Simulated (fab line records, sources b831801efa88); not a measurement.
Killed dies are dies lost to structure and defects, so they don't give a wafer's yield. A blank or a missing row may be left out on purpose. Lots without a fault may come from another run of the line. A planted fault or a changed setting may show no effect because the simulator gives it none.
One fault seen from 2 desks | flow sky130 | each desk has only its own numbers; what lay behind them comes last

THE TOOL OWNER'S DESK: implanter-03
The tool's own readings at SKY_NWELL_IMPLANT_11: means of the sampled wafers that have a number, for each lot that ran on this tool. A lot is out of limits, marked OUT, if its mean lies more than 4 standard deviations from the usual mean; the brackets give that distance.
Columns: A = beam_on_s at SKY_NWELL_IMPLANT_11, usual 10.00 s; B = faraday_current_uA at SKY_NWELL_IMPLANT_11, usual 107.1
lot  | first seen here | A               | B
L346 | day 6 05:27     | 10.07           | 106.2
L347 | day 6 10:12     | 9.81            | 109.4
L350 | day 7 07:42     | 7.99 (-9.6) OUT | 134.2 (+12) OUT
L356 | day 8 17:25     | 8.23 (-8.4) OUT | 130.3 (+11) OUT
This desk's finding: out of limits on L350, L356; first on L350, day 7 07:42 (beam_on_s at SKY_NWELL_IMPLANT_11). In limits: L346, L347.

THE METROLOGY DESK
What the gauges read, lot by lot, whatever tool the lot ran on: means of the sampled wafers that have a number. A lot is out of limits, marked OUT, if its mean lies more than 4 standard deviations from the usual mean; the brackets give that distance.
Columns: A = FIELD_ISO_OXIDATION_00_THK at SKY_FIELD_ISO_THK_MEAS_02, usual 11.88 nm; B = NWELL_TW at SKY_NWELL_TW_MEAS_15, usual 1804; C = NWELL_RS at SKY_NWELL_RS_MEAS_29, usual 623.8 ohm/sq; D = cd_nm at SKY_LDD_P_CD_MEAS_07, usual 380.0 nm
lot  | first seen here | A     | B               | C               | D
L339 | day 1 11:38     | 12.10 | 1791            | 624.5           | 380.7
L342 | day 2 02:38     | 11.99 | 1785            | 623.6           | 378.8
L344 | day 2 13:24     | 12.28 | 1792            | 625.2           | 378.0
L346 | day 2 23:59     | 11.85 | 1798            | 625.0           | 383.2
L347 | day 3 03:56     | 11.86 | 1809            | 621.1           | 385.1
L350 | day 3 18:38     | 11.60 | 1691 (-6.3) OUT | 695.8 (+40) OUT | 381.3
L356 | day 5 02:11     | 11.84 | 1681 (-6.8) OUT | 697.3 (+41) OUT | 379.8
L357 | day 5 06:20     | 11.51 | 1833            | 622.1           | 379.0
L359 | day 5 18:02     | 11.77 | 1796            | 625.5           | 380.5
L360 | day 5 22:11     | 11.98 | 1842            | 623.4           | 378.3
L361 | day 6 01:38     | 11.90 | 1798            | 620.1           | 379.9
L362 | day 6 08:15     | 11.73 | 1793            | 625.6           | 380.1
This desk's finding: out of limits on L350, L356; first on L350, day 7 08:15 (NWELL_TW at SKY_NWELL_TW_MEAS_15). In limits: L339, L342, L344, L346, L347, L357, L359, L360, L361, L362.

PUT TOGETHER
The tool owner's desk could have raised an alarm at day 7 07:42, on L350, L356.
The metrology desk could have raised an alarm at day 7 08:15, on L350, L356.
Of the lots named, all ran SKY_NWELL_IMPLANT_11 on implanter-03.

WHAT THE SIMULATOR HAD PUT IN
Process parameter drift: implanter-03, from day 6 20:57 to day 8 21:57, at SKY_NWELL_IMPLANT_11. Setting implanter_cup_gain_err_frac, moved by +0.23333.
Lots struck among those shown: L350, L356.
Hours from the fault's start to each desk's first reading out of limits: the tool owner's desk, 11; the metrology desk, 11.
